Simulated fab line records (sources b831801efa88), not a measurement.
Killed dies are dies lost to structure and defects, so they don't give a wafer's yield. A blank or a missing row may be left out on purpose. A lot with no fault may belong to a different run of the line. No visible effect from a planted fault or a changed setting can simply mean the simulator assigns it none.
The tool behind it: which one? :: flow sfq_line :: 7 lots with 20 wafers sampled at 2 steps, on a route of 325 steps

## WHAT EACH GAUGE READ, for each wafer
SFQ_I3_BOW_MEAS_922.
lot: L915
measured: day 37 12:03
on: film_metro-02
I3_BOW (um): -4 5 -5

lot: L917
measured: day 38 00:25
on: film_metro-02
I3_BOW (um): 5 19 7

lot: L921
measured: day 39 05:54
on: film_metro-01
I3_BOW (um): 6 10 5

lot: L923
measured: day 40 00:37
on: film_metro-02
I3_BOW (um): -2 0 -3

lot: L926
measured: day 40 22:56
on: film_metro-01
I3_BOW (um): -5 -5

lot: L933
measured: day 45 09:07
on: film_metro-04
I3_BOW (um): 15 26 7

lot: L936
measured: day 46 16:16
on: film_metro-01
I3_BOW (um): 2 11 5

## TOOL THAT RAN EACH LOT (tool first, then ch and the chambers of the sampled wafers, then the start)
lot: L915
SFQ_TRILAYER_I2_VIA_BARC_OPEN_VIA_ETCH_096: rie_diel-01 ch 0,3, day 30 12:07

lot: L917
SFQ_TRILAYER_I2_VIA_BARC_OPEN_VIA_ETCH_096: rie_diel-01 ch 0,2,3, day 31 03:15

lot: L921
SFQ_TRILAYER_I2_VIA_BARC_OPEN_VIA_ETCH_096: rie_diel-04 ch 1,2, day 32 17:39

lot: L923
SFQ_TRILAYER_I2_VIA_BARC_OPEN_VIA_ETCH_096: rie_diel-04 ch 2,3, day 33 10:07

lot: L926
SFQ_TRILAYER_I2_VIA_BARC_OPEN_VIA_ETCH_096: rie_diel-01 ch 0,3, day 34 14:55

lot: L933
SFQ_TRILAYER_I2_VIA_BARC_OPEN_VIA_ETCH_096: rie_diel-03 ch 0,3, day 38 11:26

lot: L936
SFQ_TRILAYER_I2_VIA_BARC_OPEN_VIA_ETCH_096: rie_diel-01 ch 0,2, day 39 13:58
- SFQ_TRILAYER_I2_VIA_BARC_OPEN_VIA_ETCH_096: etches BARC in O2, target depth 125 nm, time 41.7 s.

## THE ANSWER, worked out from the rows above alone
Rule: usual is defined by the lots themselves. Put in order of their means at a reading, lots are off if they are a third of the lots or fewer, leave a main group of 4 or more, and stand apart from it by a gap of 3 or more times the standard deviation of the main group's means; of several such gaps the widest counts. A main group is skipped when, at the precision printed for the reading in the tables above, its means are all equal. Also off: a lot with no number at a reading for which 4 or more lots have one. Any other lot the step has rows for is counted as sound.
No lot is off on any of the readings shown, so nothing can be concluded from this.

## WHAT THE SIMULATOR HAD PUT IN
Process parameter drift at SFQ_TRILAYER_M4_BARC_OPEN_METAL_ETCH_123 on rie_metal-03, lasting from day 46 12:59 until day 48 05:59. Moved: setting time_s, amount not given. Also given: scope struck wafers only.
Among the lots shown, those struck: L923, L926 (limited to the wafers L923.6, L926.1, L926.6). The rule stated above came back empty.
